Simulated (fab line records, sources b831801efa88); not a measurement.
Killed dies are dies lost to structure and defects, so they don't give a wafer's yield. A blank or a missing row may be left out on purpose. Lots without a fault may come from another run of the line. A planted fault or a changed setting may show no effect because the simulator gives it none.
A struck lot beside a sound one | flow gf180mcu | 16 steps out of a route of 602
Sound: wafers L965.1, L965.2, L965.4. Struck: wafer L980.1. (L980.6 of the same lot was not struck and is left out.) The cause comes at the end.
At each step with rows: each side's tool, then ch and its chambers, then its first start. Under that, the readings that differ: sound wafers | struck wafers | difference of the means | sigmas: that difference in standard deviations of wafers without a fault.
alike: readings whose means differ by less than 2 such deviations, and words and numbers that are the same on both sides. not compared: withheld readings, readings that some wafer has no value for, bounds like >300 that may hide the same value, and numbers for which the record gives no deviation and whose values overlap.
The two part at a step that has a row with sigmas, a row that says differs or no value, or rows on one side only. Numbers that don't overlap but have no deviation are shown without sigmas and don't part them. A reading that every wafer of one side lacks parts them only if that side has two wafers or more.

first, 3 steps without rows for these wafers: GF_V1_EXPOSE_11 (exposes mask Via1, target cd 260 nm); GF_V1_PEB_12 (peb time 90 s); GF_V1_DEVELOP_13 (develop time 60 s).
GF_V1_CD_MEAS_14: target cd 260 nm.
  sound on cd_sem-01, day 18 13:09; struck on cd_sem-02, day 24 07:06
  reading    | sound             | struck | difference | sigmas
  cd_nm (nm) | 261.3 261.4 260.3 | 258.0  | -3.0       | -2
GF_V1_OVL_MEAS_15:
  sound on overlay-02, day 18 13:16; struck on overlay-02, day 24 07:13
  alike: V1_OVL
GF_V1_ETCH_16: etches BARC in N2/H2.
  sound on rie_diel-01 ch 1,2,3, day 18 13:19; struck on rie_diel-02 ch 2, day 24 07:16
  alike: drypump_motor_current_A, oes_product_au, throttle_valve_pct
then, 1 step without rows for these wafers: GF_V1_ETCH_17 (etches SiO2 in C4F8/O2/Ar, stops on TiN, target depth 630 nm).
GF_V1_STRIP_18: strips in O2/N2.
  sound on plasma_asher-04 ch 0,1, day 18 13:26; struck on plasma_asher-02 ch 0, day 24 07:23
  alike: drypump_motor_current_A, heater_power_w, oes_product_au
  not compared: rf_hours_counter_h
then, 2 steps without rows for these wafers: GF_V1_STRIP_19 (strips in post etch residue remover, time 1200 s); GF_V1_CLEAN_20 (cleans in DIW).
GF_V1_SPUTTER_21: material Ti, target thk 15 nm, time 80.02 s.
  sound on pvd_sputter-02, day 18 13:58; struck on pvd_sputter-03, day 24 07:59
  alike: chamber_pressure_pa, throttle_valve_pct
GF_V1_SPUTTER_22: material TiN, target thk 10 nm, time 40 s.
  sound on pvd_sputter-02, day 18 14:02; struck on pvd_sputter-03, day 24 08:03
  alike: chamber_pressure_pa, throttle_valve_pct
GF_V1_CVD_23: deposits W, target thk 350 nm, time 105.05 s.
  sound on cvd_w-02 ch 0,1, day 18 14:04; struck on cvd_w-01 ch 0, day 24 08:05
  reading                          | sound             | struck | difference | sigmas
  model.W_of_V1_CVD_23.thk_nm (nm) | 350.1 350.8 348.1 | 329.3  | -20.4      |
  alike: chamber_pressure_Torr, heater_power_w
GF_V1_RS_MEAS_24: measures by four-point-probe.
  sound on film_metro-01, day 18 14:11; struck on film_metro-01, day 24 08:12
  reading          | sound             | struck | difference | sigmas
  V1_W_RS (ohm/sq) | 0.327 0.327 0.329 | 0.349  | +0.021     | +4
GF_V1_THK_MEAS_25: measures by xrf.
  sound on film_metro-01, day 18 14:18; struck on film_metro-01, day 24 08:19
  reading       | sound       | struck | difference | sigmas
  V1_W_THK (nm) | 351 352 349 | 328    | -23        | -5
GF_V1_CMP_26: polishes, stops on SiO2, t overpolish 15 s, target thk 0 nm.
  sound on cmp-02 ch 0,2,3, day 18 14:22; struck on cmp-01 ch 3, day 24 08:29
  alike: head_pressure_psi, motor_current_A

WHERE THEY PART
First at GF_V1_CD_MEAS_14; last, within this record, at GF_V1_THK_MEAS_25. Later steps at which nothing parts them and some readings are alike: GF_V1_CMP_26.

WHY: what the simulator had put in
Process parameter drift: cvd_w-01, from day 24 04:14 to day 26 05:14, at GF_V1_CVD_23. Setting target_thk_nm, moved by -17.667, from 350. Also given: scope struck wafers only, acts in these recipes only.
